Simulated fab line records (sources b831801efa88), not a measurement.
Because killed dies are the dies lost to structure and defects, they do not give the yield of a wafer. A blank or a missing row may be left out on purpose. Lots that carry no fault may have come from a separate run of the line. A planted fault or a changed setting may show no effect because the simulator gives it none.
Which tool is to blame? ; flow gf180mcu ; 14 lots, 42 wafers sampled, at 2 steps of a route of 602

== WHAT EACH GAUGE READ, for each wafer ==
GF_HV_LDD_CD_MEAS_19 targets a cd of 400 nm.
lot;measured;on;cd-nm (nm)
L621;day 11 05:20;cd-sem-02;399.2 398.7 398.4
L622;day 11 06:56;cd-sem-01;398.9 397.3 396.1
L624;day 11 22:23;cd-sem-01;394.1 398.0 395.5
L626;day 12 12:09;cd-sem-02;396.6 399.0 397.9
L628;day 13 00:59;cd-sem-01;400.8 400.3 401.7
L630;day 13 20:37;cd-sem-02;396.3 395.9 396.5
L632;day 14 16:09;cd-sem-02;401.1 401.5 399.2
L633;day 14 20:12;cd-sem-02;402.1 402.9 402.8
L637;day 16 00:54;cd-sem-02;397.9 401.2 402.0
L639;day 16 16:49;cd-sem-01;401.3 400.1 400.5
L640;day 17 05:10;cd-sem-01;401.7 404.1 404.5
L641;day 18 02:49;cd-sem-01;401.7 401.8 401.8
L642;day 18 06:31;cd-sem-02;401.6 400.8 399.4
L643;day 18 17:42;cd-sem-02;403.2 403.2 403.4

GF_HV_LDD_CD_MEAS_31 targets a cd of 400 nm.
lot;measured;on;cd-nm (nm)
L621;day 12 00:19;cd-sem-02;399.8 400.5 401.3
L622;day 12 01:56;cd-sem-02;399.4 399.5 399.2
L624;day 12 18:05;cd-sem-02;396.9 396.7 397.7
L626;day 13 07:43;cd-sem-01;401.7 399.5 400.4
L628;day 13 21:41;cd-sem-02;400.4 401.1 399.7
L630;day 14 17:02;cd-sem-02;401.7 399.3 400.2
L632;day 15 13:09;cd-sem-01;397.3 396.8 399.6
L633;day 15 18:10;cd-sem-02;397.6 398.7 400.2
L637;day 16 23:16;cd-sem-02;400.0 398.3 400.0
L639;day 17 15:39;cd-sem-02;401.8 400.9 402.4
L640;day 18 04:37;cd-sem-01;400.1 399.7 399.4
L641;day 19 02:19;cd-sem-02;401.4 398.6 399.7
L642;day 19 06:25;cd-sem-01;403.2 403.3 402.8
L643;day 19 18:27;cd-sem-02;399.9 400.8 401.6

== WHICH TOOL RAN EACH LOT (tool, then ch and the chambers of the sampled wafers, then the start) ==
Before these readings, the record contains no process step.

== WHAT THE TOOLS THEMSELVES READ (means of the sampled wafers that have a number; where no wafer has one, the mark that the record gives instead) ==
The record holds no such reading with a usual standard deviation.

== THE ANSWER, worked out from the rows above alone ==
Rule: what is usual is taken from the lots themselves. Put in order of their means at a reading, lots are off if they are a third of the lots or fewer, leave a main group of 4 or more, and stand apart from it by a gap of 3 or more times the standard deviation of the main group's means; of several such gaps the widest counts. The tables above print the reading to a certain number of digits; a main group whose means all agree to those digits is not used. A lot without any number at a reading at which 4 lots or more have one is off too. Any other lot the step has rows for is counted as sound. Order of review: gauges by route order, followed by the tools' own readings, for which a lot's mean as printed above is used. At the first step where some lot is off, the reading lying furthest off is the one used; lots without a number count as furthest.
No lot is off at any reading shown: from this, nothing can be told.

== WHAT THE SIMULATOR PUT IN ==
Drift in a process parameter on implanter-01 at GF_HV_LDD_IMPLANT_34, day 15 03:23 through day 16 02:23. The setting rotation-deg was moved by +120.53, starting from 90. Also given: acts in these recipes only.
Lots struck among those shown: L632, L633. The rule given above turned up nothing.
